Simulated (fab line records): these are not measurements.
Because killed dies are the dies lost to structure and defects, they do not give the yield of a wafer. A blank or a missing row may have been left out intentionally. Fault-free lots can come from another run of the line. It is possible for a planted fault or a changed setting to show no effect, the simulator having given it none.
One fault through the eyes of 2 desks | flow sfq_line | what lay behind the numbers comes last; until then each desk has only its own

AT THE TOOL OWNER'S DESK: rie_diel-04
The tool's own readings at SFQ_TRILAYER_C5_BARC_OPEN_VIA_ETCH_210 (etches BARC in O2, target depth 125 nm, time 41.7 s): means of the sampled wafers that have a number, for each lot that ran on this tool. Marked OUT: a lot whose mean sits more than 4 standard deviations from the usual mean, which makes it out of limits; the brackets give that distance.
Columns: A = drypump_motor_current_A at SFQ_TRILAYER_C5_BARC_OPEN_VIA_ETCH_210, usual 5.6 A; B = oes_product_au at SFQ_TRILAYER_C5_BARC_OPEN_VIA_ETCH_210, usual 0.685 a.u.; C = run_length_s at SFQ_TRILAYER_C5_BARC_OPEN_VIA_ETCH_210, usual 70.1 s
lot  | first seen here | A   | B               | C
L123 | day 59 16:41    | 5.6 | 0.684           | 69.8
L125 | day 60 18:29    | 5.7 | 0.686           | 69.5
L126 | day 61 09:44    | 5.7 | 0.688           | 70.0
L135 | day 64 11:48    | 5.8 | 0.617 (-15) OUT | 81.3 (+22) OUT
L136 | day 65 04:29    | 5.7 | 0.626 (-13) OUT | 81.5 (+22) OUT
L144 | day 73 12:47    | 5.6 | 0.688           | 69.8
L145 | day 73 16:23    | 5.4 | 0.690           | 70.4
Finding of this desk: L135, L136 out of limits; the first was L135 at day 64 11:48, on oes_product_au at SFQ_TRILAYER_C5_BARC_OPEN_VIA_ETCH_210. L123, L125, L126, L144, L145 stayed within limits.

METROLOGY DESK
What the gauges read for every lot (on any tool): the sampled wafers with a number, averaged. Marked OUT: a lot whose mean sits more than 4 standard deviations from the usual mean, which makes it out of limits; the brackets give that distance.
Columns: A = M5_OVL at SFQ_M5_OVL_MEAS_932, usual 2 nm
lot  | first seen here | A
L123 | day 47 08:02    | 1
L125 | day 48 17:37    | 4
L126 | day 49 08:02    | 2
L128 | day 49 20:02    | 4
L135 | day 53 17:04    | -3
L136 | day 54 11:25    | -3
L138 | day 54 13:58    | 3
L140 | day 57 13:59    | 7
L141 | day 57 20:02    | -3
L142 | day 58 17:40    | 9
L143 | day 58 18:50    | 4
L144 | day 58 22:00    | 6
L145 | day 59 11:12    | 3
L146 | day 59 13:33    | -1
This desk's verdict: no lot among the 14 shows anything out of limits.

TAKEN TOGETHER
An alarm could have come from the tool owner's desk at day 64 11:48, on L135, L136.
At the metrology desk, nothing out of limits was observed.
The metrology desk holds a record of L135, L136, inside its limits.
On rie_diel-04, each named lot ran SFQ_TRILAYER_C5_BARC_OPEN_VIA_ETCH_210.

WHAT WAS PUT IN BY THE SIMULATOR
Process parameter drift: rie_diel-04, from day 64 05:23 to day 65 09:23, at SFQ_TRILAYER_C5_BARC_OPEN_VIA_ETCH_210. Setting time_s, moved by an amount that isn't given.
Lots struck among those shown: L135, L136.
How many hours passed from the start of the fault until each desk's first out-of-limits reading: the tool owner's desk, 6.
